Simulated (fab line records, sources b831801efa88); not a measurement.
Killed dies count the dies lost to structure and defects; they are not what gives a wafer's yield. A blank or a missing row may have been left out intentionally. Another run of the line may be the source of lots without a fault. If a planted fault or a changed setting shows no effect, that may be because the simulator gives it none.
Which of the tools did it?	flow sky130	18 wafers from 6 lots sampled at 2 of the route's 708 steps

## WHAT THE GAUGES READ, wafer by wafer
SKY_METAL4_OVL_MEAS_14.
lot	measured	on	METAL4_OVL (nm)
L211	day 42 08:45	overlay-01	-10 -4 -6
L213	day 43 05:59	overlay-02	-10 -9 -6
L222	day 45 23:45	overlay-01	-3 0 -5
L226	day 46 15:25	overlay-01	1 -2 3
L229	day 47 06:00	overlay-01	-11 -14 -11
L232	day 48 02:04	overlay-01	-8 -6 -6

## EACH LOT AND THE TOOL THAT RAN IT (in order: tool; ch and the chambers of the sampled wafers; start)
lot	SKY_CONTACT_ETCH_17
L211	rie diel-04 ch 2,3, day 32 05:17
L213	rie diel-01 ch 1,2,3, day 33 04:16
L222	rie diel-04 ch 0,2, day 36 10:41
L226	rie diel-02 ch 2,3, day 37 05:20
L229	rie diel-04 ch 0,2, day 38 00:20
L232	rie diel-04 ch 1,2, day 39 01:04
- SKY_CONTACT_ETCH_17: etches SiO2 in C4F8/O2/Ar, stops on Si3N4, target depth 340 nm.

## THE ANSWER, worked out from the rows above alone
Rule: usual is defined by the lots themselves. Put in order of their means at a reading, lots are off if they are a third of the lots or fewer, leave a main group of 4 or more, and stand apart from it by a gap of 3 or more times the standard deviation of the main group's means; of several such gaps the widest counts. Not used: any main group whose means are identical at the precision the tables above print for the reading. A lot without any number at a reading at which 4 lots or more have one is off too. The other lots that the step has rows for count as sound.
None of the lots is off at any reading shown; this tells nothing.

## WHAT THE SIMULATOR PUT IN
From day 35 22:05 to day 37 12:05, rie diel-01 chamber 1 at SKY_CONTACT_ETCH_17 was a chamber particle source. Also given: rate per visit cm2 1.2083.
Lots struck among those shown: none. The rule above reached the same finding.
